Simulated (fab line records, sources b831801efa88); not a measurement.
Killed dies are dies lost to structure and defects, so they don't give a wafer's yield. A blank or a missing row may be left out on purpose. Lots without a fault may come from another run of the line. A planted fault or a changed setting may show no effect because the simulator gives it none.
One fault seen from 2 desks | flow sky130 | each desk has only its own numbers; what lay behind them comes last

THE METROLOGY DESK
What the gauges read, lot by lot, whatever tool the lot ran on: means of the sampled wafers that have a number. A lot is out of limits, marked OUT, if its mean lies more than 4 standard deviations from the usual mean; the brackets give that distance.
Columns: A = LDD_N_OVL at SKY_LDD_N_OVL_MEAS_07, usual -0.6 nm; B = SD_P_RS at SKY_SD_N_RS_MEAS_17, usual 147.0 ohm/sq; C = LI_CONTACT_BOW at SKY_LI_CONTACT_BOW_MEAS_03, usual 56 um
lot  | first seen here | A    | B     | C
L581 | day 17 05:41    | -0.5 | 147.0 | 58
L583 | day 18 04:40    | -0.0 | 146.8 | 55
L584 | day 18 12:56    | -0.3 | 146.7 | 53
L585 | day 19 02:02    | -0.9 | 147.4 | 51
L586 | day 19 17:04    | -1.6 | 146.6 | 69
L589 | day 20 16:07    | -2.3 | 147.2 | 54
L588 | day 20 17:05    | 0.2  | 146.4 | 55
L596 | day 23 05:34    | -0.3 | 147.1 | 55
L597 | day 23 17:05    | -3.1 | 147.0 | 48
L598 | day 23 23:46    | -0.1 | 146.9 | 54
L600 | day 24 09:23    | 0.0  | 147.0 | 52
L602 | day 24 20:28    | -0.0 | 146.9 | 57
L604 | day 27 00:58    | -0.7 | 147.3 | 57
This desk's finding: nothing out of limits on any of the 13 lots.

THE TOOL OWNER'S DESK: rie_diel-04
The tool's own readings at SKY_SONOS_ONO_ETCH_15 (etches the open film in CHF3/O2, target depth 19.52 nm, time 7.8 s): means of the sampled wafers that have a number, for each lot that ran on this tool. A lot is out of limits, marked OUT, if its mean lies more than 4 standard deviations from the usual mean; the brackets give that distance.
Columns: A = chamber_pressure_mTorr at SKY_SONOS_ONO_ETCH_15, usual 40.00 mTorr; B = drypump_motor_current_A at SKY_SONOS_ONO_ETCH_15, usual 5.9 A; C = oes_product_au at SKY_SONOS_ONO_ETCH_15, usual 0.999 a.u.; D = rf_fwd_power_W at SKY_SONOS_ONO_ETCH_15, usual 587 W; E = throttle_valve_pct at SKY_SONOS_ONO_ETCH_15, usual 8.824 %
lot  | first seen here | A     | B   | C                | D             | E
L584 | day 13 14:58    | 39.98 | 6.0 | 0.995            | 585           | 8.827
L586 | day 14 08:31    | 39.99 | 6.1 | 0.990            | 589           | 8.824
L589 | day 15 09:40    | 39.98 | 6.1 | 0.987            | 585           | 8.826
L596 | day 17 19:13    | 40.02 | 6.1 | 0.958 (-4.1) OUT | 495 (-27) OUT | 8.808
L597 | day 18 06:43    | 40.02 | 6.1 | 0.957 (-4.2) OUT | 489 (-29) OUT | 8.815
L604 | day 20 14:53    | 39.98 | 6.0 | 0.989            | 587           | 8.819
This desk's finding: out of limits on L596, L597; first on L596, day 17 19:13 (oes_product_au at SKY_SONOS_ONO_ETCH_15). In limits: L584, L586, L589, L604.

PUT TOGETHER
The tool owner's desk could have raised an alarm at day 17 19:13, on L596, L597.
The metrology desk saw nothing out of limits.
The metrology desk has L596, L597 on record, within its limits.
Of the lots named, all ran SKY_SONOS_ONO_ETCH_15 on rie_diel-04.

WHAT THE SIMULATOR HAD PUT IN
Process parameter drift: rie_diel-04, from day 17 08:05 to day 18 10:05, at SKY_SONOS_ONO_ETCH_15. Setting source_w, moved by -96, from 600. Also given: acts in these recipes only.
Lots struck among those shown: L596, L597.
Hours from the fault's start to each desk's first reading out of limits: the tool owner's desk, 11.
